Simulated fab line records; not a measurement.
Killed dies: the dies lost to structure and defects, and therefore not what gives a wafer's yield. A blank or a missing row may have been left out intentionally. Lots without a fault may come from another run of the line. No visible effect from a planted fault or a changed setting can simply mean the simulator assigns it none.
Comparing a struck lot with a sound one :: flow gf180mcu :: 46 steps out of a route of 602
Sound: the wafers L543.3, L543.4, L543.5. Wafers L558.1, L558.4, L558.5 were the ones struck. The cause is named last.
For every step that has rows: the tool of each side, followed by ch and its chambers, followed by its first start. Under that, the readings that differ: sound wafers :: struck wafers :: difference of the means :: sigmas: that difference in standard deviations of wafers without a fault.
alike: a reading whose means differ by less than 2 such deviations, as well as words and numbers matching on both sides. not compared: withheld readings; readings where some wafer has no value; bounds like >300 that might hide an equal value; numbers whose values overlap and for which the record gives no deviation.
Wherever a step has rows on one side only, a row that says differs or no value, or a row with sigmas, the two part there. When numbers do not overlap yet have no deviation, they are printed without sigmas and do not part them. Lack of a reading on every wafer of one side parts them only where that side has two or more wafers.

first, 5 steps without rows for these wafers: GF_LVPWELL_COAT_02 (resist thk 3000 nm); GF_LVPWELL_SOFTBAKE_03; GF_LVPWELL_EXPOSE_04 (exposes mask LVPWELL, target cd 600 nm); GF_LVPWELL_PEB_05; GF_LVPWELL_DEVELOP_06 (develop time 60 s).
GF_LVPWELL_OVL_MEAS_07:
  sound on overlay-02, day 4 07:25; struck on overlay-02, day 7 21:19
  alike: LVPWELL_OVL
then, 2 steps without rows for these wafers: GF_LVPWELL_IMPLANT_08; GF_LVPWELL_IMPLANT_09.
GF_LVPWELL_STRIP_10: strips in O2/N2.
  sound on plasma-asher-03 ch 0,1, day 4 07:47; struck on plasma-asher-03 ch 0, day 7 21:38
  alike: drypump-motor-current-A, heater-power-w, oes-product-au, strip-time-to-endpoint-s
  not compared: rf-hours-counter-h
GF_LVPWELL_TW_MEAS_11:
  sound on film-metro-03, day 4 07:52; struck on film-metro-03, day 7 21:44
  alike: LVPWELL_TW
then, 2 steps without rows for these wafers: GF_MVSD_DEHYDRATE_00 (time 60 s); GF_MVSD_HMDS_01 (prime time 60 s).
GF_MVSD_COAT_02: resist thk 3000 nm.
  struck on litho-track-04, day 8 05:34; sound on litho-track-01 ch 0, day 4 14:13
  no value came back on the struck wafers for chill-plate-temp-C (C), dispense-pressure-kPa (kPa); on the sound wafers chill-plate-temp-C (C) reads 22.87 23.01 22.91
then, 4 steps without rows for these wafers: GF_MVSD_SOFTBAKE_03; GF_MVSD_EXPOSE_04 (exposes mask MVSD, target cd 1000 nm); GF_MVSD_PEB_05; GF_MVSD_DEVELOP_06 (develop time 60 s).
GF_MVSD_OVL_MEAS_07:
  sound on overlay-02, day 4 21:01; struck on overlay-02, day 8 13:55
reading: MVSD_OVL (nm)
sound: 1.0 0.8 -1.4
struck: - - -
difference: no value on the struck wafers
sigmas: 
then, 2 steps without rows for these wafers: GF_MVSD_IMPLANT_08; GF_MVSD_IMPLANT_09.
GF_MVSD_STRIP_10: strips in O2/N2.
  sound on plasma-asher-03 ch 0,1, day 4 21:23; struck on plasma-asher-03 ch 0,1, day 8 14:14
  no value came back on the struck wafers for oes-product-au (a.u.), strip-time-to-endpoint-s (s); on the sound wafers oes-product-au (a.u.) reads 0.717 0.720 0.733
  alike: drypump-motor-current-A, heater-power-w
  not compared: rf-hours-counter-h
GF_MVSD_TW_MEAS_11:
  sound on film-metro-01, day 4 21:28; struck on film-metro-01, day 8 14:20
  alike: MVSD_TW
then, 7 steps without rows for these wafers: GF_MVPSD_DEHYDRATE_00 (time 60 s); GF_MVPSD_HMDS_01 (prime time 60 s); GF_MVPSD_COAT_02 (resist thk 3000 nm); GF_MVPSD_SOFTBAKE_03; GF_MVPSD_EXPOSE_04 (exposes mask MVPSD, target cd 1000 nm); GF_MVPSD_PEB_05; GF_MVPSD_DEVELOP_06 (develop time 60 s).
GF_MVPSD_OVL_MEAS_07:
  sound on overlay-01, day 5 12:04; struck on overlay-01, day 9 07:24
  alike: MVPSD_OVL
then, 2 steps without rows for these wafers: GF_MVPSD_IMPLANT_08; GF_MVPSD_IMPLANT_09.
GF_MVPSD_STRIP_10: strips in O2/N2.
  sound on plasma-asher-01 ch 0,1, day 5 12:26; struck on plasma-asher-04 ch 0,1, day 9 07:44
reading: drypump-motor-current-A (A)
sound: 5.7 4.7 4.7
struck: 6.4 6.4 5.9
difference: +1.2
sigmas: +2

reading: strip-time-to-endpoint-s (s)
sound: 36.96 36.97 36.90
struck: 36.66 36.80 36.70
difference: -0.22
sigmas: -2
  alike: heater-power-w, oes-product-au
  not compared: rf-hours-counter-h
GF_MVPSD_TW_MEAS_11:
  sound on film-metro-03, day 5 12:31; struck on film-metro-04, day 9 07:50
reading: MVPSD_TW
sound: 540 540 540
struck: 1615 1616 1605
difference: +1072
sigmas: +99 or more
then, 7 steps without rows for these wafers: GF_VT_IMPLANT_DEHYDRATE_00 (time 60 s); GF_VT_IMPLANT_HMDS_01 (prime time 60 s); GF_VT_IMPLANT_COAT_02 (resist thk 1000 nm); GF_VT_IMPLANT_SOFTBAKE_03 (time 60 s); GF_VT_IMPLANT_EXPOSE_04 (exposes mask LVPWELL LV AREA, target cd 600 nm); GF_VT_IMPLANT_PEB_05; GF_VT_IMPLANT_DEVELOP_06 (develop time 60 s).
GF_VT_IMPLANT_OVL_MEAS_07:
  sound on overlay-01, day 6 02:55; struck on overlay-01, day 10 00:55
  alike: VT_IMPLANT_OVL
GF_VT_IMPLANT_TW_MEAS_10:
  sound on film-metro-03, day 6 03:13; struck on film-metro-04, day 10 01:11
reading: VT_IMPLANT_TW
sound: 547 547 546
struck: 1605 1606 1616
difference: +1062
sigmas: +99 or more
GF_VT_IMPLANT_TW_MEAS_21:
  sound on film-metro-04, day 6 18:22; struck on film-metro-03, day 10 19:14
reading: VT_IMPLANT_2_TW
sound: 1216 1217 1221
struck: 1749 1749 1756
difference: +533
sigmas: +41
GF_VT_IMPLANT_TW_MEAS_32:
  sound on film-metro-04, day 7 10:07; struck on film-metro-02, day 11 13:53
reading: VT_IMPLANT_3_TW
sound: 269 271 270
struck: 1547 1543 1559
difference: +1280
sigmas: +99 or more
GF_VT_IMPLANT_TW_MEAS_43:
  sound on film-metro-03, day 8 02:01; struck on film-metro-03, day 12 08:50
reading: VT_IMPLANT_4_TW
sound: 681 686 679
struck: 1596 1590 1596
difference: +912
sigmas: +99 or more

WHERE THEY PART
Last at GF_VT_IMPLANT_TW_MEAS_43 as far as this record goes, first at GF_MVSD_COAT_02.

WHY: the cause the simulator had injected
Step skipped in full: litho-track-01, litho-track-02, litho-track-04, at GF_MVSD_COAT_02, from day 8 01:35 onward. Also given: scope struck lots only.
